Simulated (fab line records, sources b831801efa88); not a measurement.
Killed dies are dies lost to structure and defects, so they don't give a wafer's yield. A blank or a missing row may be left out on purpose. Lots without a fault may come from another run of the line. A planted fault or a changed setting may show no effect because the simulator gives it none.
One fault seen from 2 desks | flow gf180mcu | each desk has only its own numbers; what lay behind them comes last

THE TOOL OWNER'S DESK: litho_track-03
The tool's own readings at GF_HV_LDD_SOFTBAKE_27 (time 60 s): means of the sampled wafers that have a number, for each lot that ran on this tool. A lot is out of limits, marked OUT, if its mean lies more than 4 standard deviations from the usual mean; the brackets give that distance.
Columns: A = heater_power_total_W at GF_HV_LDD_SOFTBAKE_27, usual 56.59 W; B = run_length_s at GF_HV_LDD_SOFTBAKE_27, usual 89.17 s
lot  | first seen here | A               | B
L557 | day 12 22:54    | 56.60           | 88.84
L558 | day 13 11:29    | 56.58           | 88.95
L560 | day 14 03:36    | 58.83 (+52) OUT | 82.83 (-23) OUT
L563 | day 15 00:11    | 58.75 (+50) OUT | 82.95 (-23) OUT
L564 | day 15 08:17    | 58.73 (+50) OUT | 82.88 (-23) OUT
L573 | day 18 02:16    | 56.60           | 88.95
L574 | day 18 17:55    | 56.62           | 89.05
This desk's finding: out of limits on L560, L563, L564; first on L560, day 14 03:36 (heater_power_total_W at GF_HV_LDD_SOFTBAKE_27). In limits: L557, L558, L573, L574.

THE METROLOGY DESK
What the gauges read, lot by lot, whatever tool the lot ran on: means of the sampled wafers that have a number. A lot is out of limits, marked OUT, if its mean lies more than 4 standard deviations from the usual mean; the brackets give that distance.
Columns: A = HV_LDD_OVL at GF_HV_LDD_OVL_MEAS_08, usual 1.3 nm; B = HV_LDD_02_OVL at GF_HV_LDD_OVL_MEAS_32, usual 0.1 nm
lot  | first seen here | A    | B
L551 | day 10 00:21    | 0.3  | 1.4
L552 | day 10 06:59    | -0.2 | -1.4
L554 | day 10 19:31    | 0.6  | -0.3
L555 | day 11 05:26    | 3.7  | 1.9
L556 | day 11 11:10    | -1.7 | 0.1
L557 | day 11 17:41    | 4.1  | -0.5
L558 | day 12 05:16    | 0.6  | -0.1
L560 | day 12 20:36    | 0.5  | 1.6
L563 | day 13 16:23    | 1.1  | 0.5
L564 | day 14 01:00    | 2.7  | 0.2
L569 | day 15 11:53    | 2.8  | 0.1
L570 | day 15 20:11    | 1.3  | 0.6
L572 | day 16 10:53    | 2.8  | -1.5
L573 | day 16 16:16    | 1.2  | 2.1
L574 | day 17 06:20    | 0.1  | 0.1
This desk's finding: nothing out of limits on any of the 15 lots.

PUT TOGETHER
The tool owner's desk could have raised an alarm at day 14 03:36, on L560, L563, L564.
The metrology desk saw nothing out of limits.
The metrology desk has L560, L563, L564 on record, within its limits.
Of the lots named, all ran GF_HV_LDD_SOFTBAKE_27 on litho_track-03.

WHAT THE SIMULATOR HAD PUT IN
Process parameter drift: litho_track-03, from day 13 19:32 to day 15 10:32, at GF_HV_LDD_SOFTBAKE_27. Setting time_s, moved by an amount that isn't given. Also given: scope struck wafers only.
Lots struck among those shown: L560, L563, L564.
Hours from the fault's start to each desk's first reading out of limits: the tool owner's desk, 8.
